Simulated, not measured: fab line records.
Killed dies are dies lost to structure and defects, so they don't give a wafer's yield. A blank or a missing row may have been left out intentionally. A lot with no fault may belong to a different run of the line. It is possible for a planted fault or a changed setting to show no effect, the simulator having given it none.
What tool caused it? ; flow gf180mcu ; 42 wafers from 14 lots sampled at 4 of the route's 602 steps

WHAT THE GAUGES READ, wafer by wafer
GF_V3_CD_MEAS_14 targets a cd of 260 nm.
lot;measured;on;cd_nm (nm)
L263;day 22 09:09;cd_sem-02;261.2 260.6 260.5
L264;day 22 17:11;cd_sem-02;260.4 260.8 260.2
L265;day 23 05:36;cd_sem-02;260.4 259.7 261.2
L268;day 24 08:08;cd_sem-01;257.5 258.8 258.1
L271;day 25 03:44;cd_sem-01;260.8 259.4 260.7
L273;day 25 22:44;cd_sem-01;260.3 260.9 260.5
L274;day 26 11:53;cd_sem-01;259.3 259.1 258.6
L279;day 27 15:10;cd_sem-02;259.8 259.6 260.7
L280;day 28 01:15;cd_sem-02;261.6 262.0 261.9
L281;day 28 07:26;cd_sem-01;260.8 260.6 261.0
L282;day 28 14:41;cd_sem-02;258.6 259.8 259.5
L283;day 28 23:50;cd_sem-02;259.1 260.0 260.0
L284;day 29 05:17;cd_sem-01;259.9 260.0 258.8
L285;day 29 07:37;cd_sem-02;262.2 261.7 260.8

GF_M4_RS_MEAS_05: measurement is done with a four-point probe.
lot;measured;on;M4_ALCU_RS (ohm/sq)
L263;day 22 10:53;film_metro-01;0.0706 0.0703 0.0695
L264;day 22 19:02;film_metro-01;0.0690 0.0694 0.0692
L265;day 23 07:20;film_metro-01;0.0692 0.0693 0.0688
L268;day 24 09:54;film_metro-03;0.0696 0.0699 0.0713
L271;day 25 05:28;film_metro-01;0.0699 0.0687 0.0688
L273;day 26 00:30;film_metro-01;0.0692 0.0680 0.0676
L274;day 26 13:37;film_metro-02;0.0727 0.0708 0.0730
L279;day 27 16:56;film_metro-01;0.0696 0.0705 0.0692
L280;day 28 02:59;film_metro-03;0.0692 0.0702 0.0690
L281;day 28 09:10;film_metro-01;0.0693 0.0703 0.0693
L282;day 28 16:25;film_metro-02;0.0701 0.0709 0.0710
L283;day 29 01:34;film_metro-03;0.0701 0.0690 0.0703
L284;day 29 07:01;film_metro-01;0.0693 0.0685 0.0688
L285;day 29 09:21;film_metro-01;0.0705 0.0705 0.0692

GF_V4_BOW_MEAS_05.
lot;measured;on;V4_BOW (um)
L263;day 23 11:10;film_metro-04;126 128 131
L264;day 23 19:04;film_metro-04;131 130 141
L265;day 24 07:14;film_metro-01;129 130 137
L268;day 25 09:25;film_metro-04;138 132 135
L271;day 26 03:32;film_metro-01;142 129 137
L279;day 28 14:00;film_metro-01;135 146 150
L280;day 28 22:54;film_metro-04;133 131 119
L281;day 29 05:50;film_metro-01;133 132 138
L282;day 29 13:05;film_metro-01;130 125 124
L283;day 29 22:04;film_metro-04;128 129 130
L284;day 30 02:35;film_metro-02;153 155 151
L285;day 30 05:57;film_metro-01;130 122 139

TOOL THAT RAN EACH LOT (tool first, then ch and the chambers of the sampled wafers, then the start)
lot;GF_M4_DEVELOP_13
L263;litho_track-02 ch 0, day 23 09:40
L264;litho_track-01 ch 0, day 23 17:33
L265;litho_track-02 ch 0, day 24 05:41
L268;litho_track-02 ch 0, day 25 07:53
L271;litho_track-03 ch 0, day 26 01:50
L273;litho_track-02, day 26 20:56
L274;litho_track-02, day 27 10:25
L279;litho_track-02 ch 0, day 28 12:23
L280;litho_track-02 ch 0, day 28 21:21
L281;litho_track-03 ch 0, day 29 04:08
L282;litho_track-01 ch 0, day 29 11:34
L283;litho_track-01 ch 0, day 29 20:13
L284;litho_track-02 ch 0, day 30 00:50
L285;litho_track-01 ch 0, day 30 04:01
- GF_M4_DEVELOP_13: develop time 60 s.

AS READ BY THE TOOLS THEMSELVES (means over the sampled wafers that have a number; for cases with no such wafer, the mark the record gives instead)
GF_M4_DEVELOP_13.
lot;tool;chill_plate_temp_C (C);exhaust_pa (Pa);resist_line_temp_C (C)
L263;litho_track-02;22.99;43.9;23.11
L264;litho_track-01;23.02;44.4;22.91
L265;litho_track-02;22.96;44.7;23.11
L268;litho_track-02;22.90;44.1;23.09
L271;litho_track-03;23.14;44.7;23.08
L273;litho_track-02;-;-;-
L274;litho_track-02;-;-;-
L279;litho_track-02;22.84;45.4;23.10
L280;litho_track-02;23.10;45.4;23.07
L281;litho_track-03;23.01;46.9;22.97
L282;litho_track-01;22.99;43.8;22.95
L283;litho_track-01;23.03;46.1;23.04
L284;litho_track-02;22.92;45.0;23.10
L285;litho_track-01;22.99;46.0;22.87

THE ANSWER, worked out from the rows above alone
Rule: the lots themselves supply what counts as usual. Put in order of their means at a reading, lots are off if they are a third of the lots or fewer, leave a main group of 4 or more, and stand apart from it by a gap of 3 or more times the standard deviation of the main group's means; of several such gaps the widest counts. A main group is skipped when, at the precision printed for the reading in the tables above, its means are all equal. A lot without any number at a reading at which 4 lots or more have one is off too. Where the step has rows for the other lots, those lots are counted as sound. Order of review: gauges by route order, followed by the tools' own readings, for which a lot's mean as printed above is used. The first step at which some lot is off is used, and at that step the reading that is off furthest; a lot without a number counts as furthest.
Off: L273, L274, at GF_M4_DEVELOP_13 (chill_plate_temp_C). Without a number there: L273, L274. For the main group the mean is 22.99 C and the standard deviation 0.078.
If a tool, at that step or one of the process steps before it, ran each lot that is off and ran no sound lot following the first of them, it fits. Of those tried, none fits.

WHAT THE SIMULATOR HAD INSERTED
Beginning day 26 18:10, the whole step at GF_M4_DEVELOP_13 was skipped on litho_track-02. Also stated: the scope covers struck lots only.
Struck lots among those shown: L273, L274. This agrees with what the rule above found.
